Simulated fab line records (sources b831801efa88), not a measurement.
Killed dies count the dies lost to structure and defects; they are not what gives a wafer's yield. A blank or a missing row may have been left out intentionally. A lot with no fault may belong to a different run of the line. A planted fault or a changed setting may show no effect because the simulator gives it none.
fab line records | flow gf180mcu
record lots=5 | wafers=15 | lastDay=33
route steps=602 shown M3@419 V3@429
lots that met no fault: taken from a fault-free run of the same line
startH: hours from the record's opening day to when the first of the lot's shown wafers began | waitH: hours from the lot's prior step to this one | " the same as in the row above | L1.1+2: a row that stands for several wafers | - value missing, or start not given | * or withheld: withheld | < > ~ a bound
route shown NAME@n: NAME is a module with steps in the file, n the number in the route of the first one | usual: mean and standard deviation over wafers with no fault | same: alike in all rows | chamber/n: place in a boat | sites: per-site readings | _std_site: how widely they spread, as a standard deviation | _edge_site: outer sites' mean less inner sites' | radiusMm: for every site, how far away it sits from the centre of the wafer | mask NAME#n: copy n | behind: the last tool/chamber to shape the wafer | hold: what put the lot on hold/how long, in hours/how the hold closed | device: the transistor (n, p or np) that didn't switch | end of line: tests run on the same wafers once the route is complete | a step without rows: its recipe alone | killed: dies that structure and defects cost at the first sort, which is not the same as the wafer's yield | map: shows each die of a wafer: x if killed, . if not, _ if none is there
set.NAME: the setting as run; set.NAME@STEP: as run at that earlier step | model.NAME: the simulator's own value behind a step, which no gauge read
a table for each step, a row for each wafer; lots at some steps of the route
services: a tool's chamber out of use, with start hour (startH, from the record's first day; less than 0 if before it), hours out, and reason
## steps
# step GF_M3_SOFTBAKE_10
# recipe tempC=130 | timeS=60 | resist=KrF
# step GF_M3_EXPOSE_11
# recipe maskId=Metal3 | targetCdNm=280 | na=0.68 | sourceShape=conventional | sigmaOuter=0.6 | doseMj=28
# step GF_M3_PEB_12
# recipe pebTempC=135 | pebTimeS=90 | resist=KrF
# step GF_M3_DEVELOP_13
# recipe developTimeS=60 | devTempC=21
# step GF_M3_CD_MEAS_14
# recipe targetCdNm=280
# usual cdNm=280.2/1.3
lot.wafer | tool     | chamber | startH | waitH | cdNm
L325.2    | cdSem-02 | -       | 529.41 | 0.1   | 282.1
L325.3    | "        | -       | "      | "     | 282.8
L325.5    | "        | -       | "      | "     | 281.8
L335.3    | cdSem-01 | -       | 603.79 | 0.1   | 279.3
L335.5    | "        | -       | "      | "     | 279.9
L335.6    | "        | -       | "      | "     | 279.8
L339.1    | cdSem-01 | -       | 635.99 | 0.1   | 278.7
L339.4    | "        | -       | "      | "     | 279.5
L339.5    | "        | -       | "      | "     | 279.2
L340.1    | cdSem-02 | -       | 641.04 | 0.1   | 280.3
L340.2    | "        | -       | "      | "     | 280.7
L340.3    | "        | -       | "      | "     | 281.1
L341.3    | cdSem-02 | -       | 647.53 | 0.1   | 280.4
L341.4    | "        | -       | "      | "     | 280.7
L341.6    | "        | -       | "      | "     | 281.9
# step GF_M3_OVL_MEAS_15
# usual M3_OVL=1/4.3
lot.wafer | tool       | chamber | startH | waitH | M3_OVL[nm]
L325.2    | overlay-01 | -       | 529.52 | 0.1   | 5
L325.3    | "          | -       | "      | "     | 5
L325.5    | "          | -       | "      | "     | 1
L335.3    | overlay-02 | -       | 603.89 | 0.1   | 4
L335.5    | "          | -       | "      | "     | 6
L335.6    | "          | -       | "      | "     | -3
L339.1    | overlay-02 | -       | 636.11 | 0.1   | 6
L339.4    | "          | -       | "      | "     | -1
L339.5    | "          | -       | "      | "     | 5
L340.1    | overlay-01 | -       | 641.16 | 0.1   | 4
L340.2    | "          | -       | "      | "     | 0
L340.3    | "          | -       | "      | "     | 0
L341.3    | overlay-01 | -       | 647.63 | 0.1   | -3
L341.4    | "          | -       | "      | "     | -2
L341.6    | "          | -       | "      | "     | -3
# step GF_M3_METAL_ETCH_16
# recipe chemistry=Cl2/BCl3 | maskMaterial=KrF | targetDepthNm=750.8 | stopOn=SiO2 | pressureMtorr=8 | icpW=800 | biasW=140 | Cl2_flow_sccm=80 | bcl3FlowSccm=40 | timeS=125.1
# usual biasW=140.0/0.37 | drypumpMotorCurrentA=6.0/0.44 | oesProductAu=0.986/0.0089 | throttleValvePct=28.235/0.012
lot.wafer | tool        | chamber | startH | waitH | biasW | drypumpMotorCurrentA | oesProductAu | rfHoursCounterH | throttleValvePct
L325.2    | rieMetal-04 | 0       | 529.55 | 0.0   | 140.0 | 5.9                  | 0.990        | 10              | 28.237
L325.3    | "           | 1       | "      | "     | 140.4 | 5.9                  | 0.995        | -               | 28.236
L325.5    | "           | 0       | "      | "     | 140.2 | 5.9                  | 0.998        | -               | 28.202
L335.3    | rieMetal-02 | 1       | 603.95 | 0.1   | 140.4 | 6.1                  | 0.989        | -               | 28.215
L335.5    | "           | 0       | "      | "     | 139.9 | 6.2                  | 0.995        | -               | 28.204
L335.6    | "           | 1       | "      | "     | 140.5 | 6.2                  | 0.991        | -               | 28.223
L339.1    | rieMetal-01 | 0       | 636.15 | 0.0   | 140.5 | 6.5                  | 0.984        | 5               | 28.234
L339.4    | "           | 1       | "      | "     | 140.4 | 5.3                  | 0.966        | -               | 28.240
L339.5    | "           | 0       | "      | "     | 140.0 | 6.5                  | 0.972        | -               | 28.245
L340.1    | rieMetal-01 | 0       | 641.20 | 0.0   | 140.3 | 6.5                  | 0.982        | 6               | 28.242
L340.2    | "           | 1       | "      | "     | 139.7 | 5.3                  | 0.985        | 14              | 28.247
L340.3    | "           | 1       | "      | "     | 140.0 | 5.3                  | 0.973        | -               | 28.247
L341.3    | rieMetal-01 | 0       | 647.74 | 0.1   | 139.8 | 6.5                  | 0.984        | -               | 28.235
L341.4    | "           | 0       | "      | "     | 140.6 | 6.5                  | 0.977        | -               | 28.252
L341.6    | "           | 0       | "      | "     | 140.4 | 6.5                  | 0.990        | -               | 28.243
# step GF_M3_STRIP_17
# recipe chemistry=O2/N2 | powerW=1400 | pressureMtorr=1500 | platenTempC=250 | o2FlowSccm=3000 | n2FlowSccm=300 | overashFraction=0.5
# usual drypumpMotorCurrentA=5.7/0.34 | heaterPowerW=320/38 | oesProductAu=0.538/0.0054 | stripTimeToEndpointS=7.43/0.065
lot.wafer | tool           | chamber | startH | waitH | drypumpMotorCurrentA | heaterPowerW | oesProductAu | rfHoursCounterH | stripTimeToEndpointS
L325.2    | plasmaAsher-02 | 0       | 529.68 | 0.1   | 5.7                  | 278          | 0.528        | 39              | 7.28
L325.3    | "              | 0       | "      | "     | 5.7                  | 277          | 0.533        | -               | 7.31
L325.5    | "              | 0       | "      | "     | 5.7                  | 270          | 0.540        | -               | 7.34
L335.3    | plasmaAsher-02 | 1       | 604.07 | 0.1   | 5.7                  | 318          | 0.539        | -               | 7.37
L335.5    | "              | 0       | "      | "     | 5.7                  | 273          | 0.533        | -               | 7.31
L335.6    | "              | 1       | "      | "     | 5.7                  | 331          | 0.539        | -               | 7.37
L339.1    | plasmaAsher-04 | 0       | 636.27 | 0.1   | 5.3                  | 369          | 0.541        | 104             | 7.50
L339.4    | "              | 0       | "      | "     | 5.3                  | 357          | 0.542        | -               | 7.55
L339.5    | "              | 1       | "      | "     | 6.4                  | 279          | 0.545        | -               | 7.53
L340.1    | plasmaAsher-04 | 1       | 641.32 | 0.1   | 6.3                  | 277          | 0.549        | 105             | 7.48
L340.2    | "              | 0       | "      | "     | 5.3                  | 369          | 0.545        | 105             | 7.48
L340.3    | "              | 0       | "      | "     | 5.3                  | 360          | 0.543        | -               | 7.55
L341.3    | plasmaAsher-01 | 0       | 647.94 | 0.2   | 5.6                  | 352          | 0.541        | -               | 7.47
L341.4    | "              | 1       | "      | "     | 5.7                  | 362          | 0.540        | -               | 7.50
L341.6    | "              | 1       | "      | "     | 5.7                  | 359          | 0.537        | -               | 7.43
# step GF_M3_STRIP_18
# recipe chemistry=postEtchResidueRemover | timeS=1200 | tempC=72.5
# step GF_M3_CLEAN_19
# recipe chemistry=DIW | dry=n2Spin
# step GF_V3_CVD_00
# recipe material=SiO2 | targetThkNm=600 | sigmaOpenFrac=0.3 | tempC=400 | timeS=100 | sih4FlowSccm=60 | pressureMtorr=6
# step GF_V3_THK_MEAS_01
# recipe reads=SiO2_of_V3_CVD_00
# usual V3_CVD_00_THK=602/5.3
lot.wafer | tool         | chamber | startH | waitH | V3_CVD_00_THK[nm]
L325.2    | filmMetro-01 | -       | 530.29 | 0.0   | 609
L325.3    | "            | -       | "      | "     | 600
L325.5    | "            | -       | "      | "     | 606
L335.3    | filmMetro-02 | -       | 604.71 | 0.1   | 596
L335.5    | "            | -       | "      | "     | 596
L335.6    | "            | -       | "      | "     | 591
L339.1    | filmMetro-02 | -       | 636.88 | 0.0   | 604
L339.4    | "            | -       | "      | "     | 606
L339.5    | "            | -       | "      | "     | 601
L340.1    | filmMetro-02 | -       | 641.93 | 0.0   | 609
L340.2    | "            | -       | "      | "     | 597
L340.3    | "            | -       | "      | "     | 609
L341.3    | filmMetro-02 | -       | 648.54 | 0.1   | 594
L341.4    | "            | -       | "      | "     | 603
L341.6    | "            | -       | "      | "     | 603
# step GF_V3_CVD_02
# recipe material=SiO2 | targetThkNm=850 | precursor=TEOS | tempC=400 | timeS=94.851 | rfW=600
# usual heaterPowerOuterW=415/70 | heaterPowerW=694/110
lot.wafer | tool     | chamber | startH | waitH | heaterPowerOuterW | heaterPowerW | model.SiO2_of_V3_CVD_02.thkNm
L325.2    | pecvd-01 | 2       | 530.34 | 0.0   | 438               | 677          | 837.9
L325.3    | "        | 1       | "      | "     | 366               | 582          | 871.6
L325.5    | "        | 0       | "      | "     | 376               | 678          | 842.9
L335.3    | pecvd-04 | 2       | 604.75 | 0.0   | 370               | 695          | 843.6
L335.5    | "        | 1       | "      | "     | 397               | 637          | 867.4
L335.6    | "        | 2       | "      | "     | 399               | 750          | 857.3
L339.1    | pecvd-03 | 2       | 636.94 | 0.1   | 398               | 676          | 841.6
L339.4    | "        | 0       | "      | "     | 370               | 575          | 853.9
L339.5    | "        | 2       | "      | "     | 417               | 698          | 855.4
L340.1    | pecvd-04 | 0       | 641.99 | 0.1   | 455               | 748          | 831.6
L340.2    | "        | 1       | "      | "     | 382               | 622          | 826
L340.3    | "        | 2       | "      | "     | 422               | 775          | 828.7
L341.3    | pecvd-01 | 1       | 648.58 | 0.0   | 372               | 590          | 857.3
L341.4    | "        | 2       | "      | "     | 529               | 863          | 850.2
L341.6    | "        | 0       | "      | "     | 367               | 659          | 869.5
# step GF_V3_THK_MEAS_03
# recipe reads=SiO2_of_V3_CVD_02
# usual V3_CVD_02_THK=850/10
lot.wafer | tool         | chamber | startH | waitH | V3_CVD_02_THK[nm]
L325.2    | filmMetro-02 | -       | 530.42 | 0.0   | 838
L325.3    | "            | -       | "      | "     | 871
L325.5    | "            | -       | "      | "     | 843
L335.3    | filmMetro-01 | -       | 604.84 | 0.1   | 844
L335.5    | "            | -       | "      | "     | 868
L335.6    | "            | -       | "      | "     | 857
L339.1    | filmMetro-04 | -       | 637.01 | 0.0   | 841
L339.4    | "            | -       | "      | "     | 854
L339.5    | "            | -       | "      | "     | 856
L340.1    | filmMetro-01 | -       | 642.06 | 0.0   | 831
L340.2    | "            | -       | "      | "     | 826
L340.3    | "            | -       | "      | "     | 829
L341.3    | filmMetro-04 | -       | 648.67 | 0.1   | 856
L341.4    | "            | -       | "      | "     | 850
L341.6    | "            | -       | "      | "     | 869
## services
tool           | chamber | startH | hours | kind
rieMetal-02    | 1       | 506.56 | -     | clean
rieMetal-02    | 1       | 506.56 | 13.2  | scheduledDown
rieMetal-02    | 1       | 506.56 | 13.2  | ventCycle
plasmaAsher-04 | -       | 508.72 | 0.3   | repair
pecvd-03       | -       | 510.05 | 0.9   | repair
pecvd-03       | -       | 520.29 | 0.9   | repair
pecvd-04       | 0       | 534.88 | 12.2  | repair
rieMetal-02    | -       | 543.57 | 0.4   | repair
plasmaAsher-02 | -       | 549.13 | 1.0   | repair
pecvd-03       | -       | 567.49 | 5.5   | pm
pecvd-01       | 1       | 567.95 | 9.6   | repair
plasmaAsher-02 | -       | 587.54 | 15.8  | pm
pecvd-03       | -       | 591.12 | 14.0  | pm
pecvd-03       | 0       | 591.12 | 14.0  | ventCycle
pecvd-03       | 1       | 591.12 | 14.0  | ventCycle
pecvd-01       | 0       | 600.37 | 2.6   | repair
pecvd-03       | -       | 607.12 | 0.9   | repair
pecvd-01       | 2       | 616.66 | 3.4   | repair
rieMetal-02    | -       | 639.55 | 0.5   | repair
plasmaAsher-04 | -       | 645.68 | 13.1  | repair
rieMetal-01    | 1       | 645.71 | -     | clean
rieMetal-01    | 1       | 645.71 | 32.5  | scheduledDown
rieMetal-01    | 1       | 645.71 | 32.5  | ventCycle
plasmaAsher-02 | -       | 646.23 | 7.5   | repair
## key
firstSign none at tools or gauges
modelEffect step=GF_V3_CVD_02 | value=SiO2_of_V3_CVD_02.thkNm | without=835.7 | struck=871.6
metAt GF_V3_CVD_02
struckWafers L325.3
fault kind=processParameterDrift | tool=pecvd-01 | chamber=1 | onsetH=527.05 | steps=GF_V3_CVD_02 | channel=targetThkNm | offset=36.189 | shape=step | endH=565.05 | actsIn=theseRecipesOnly | stated=850
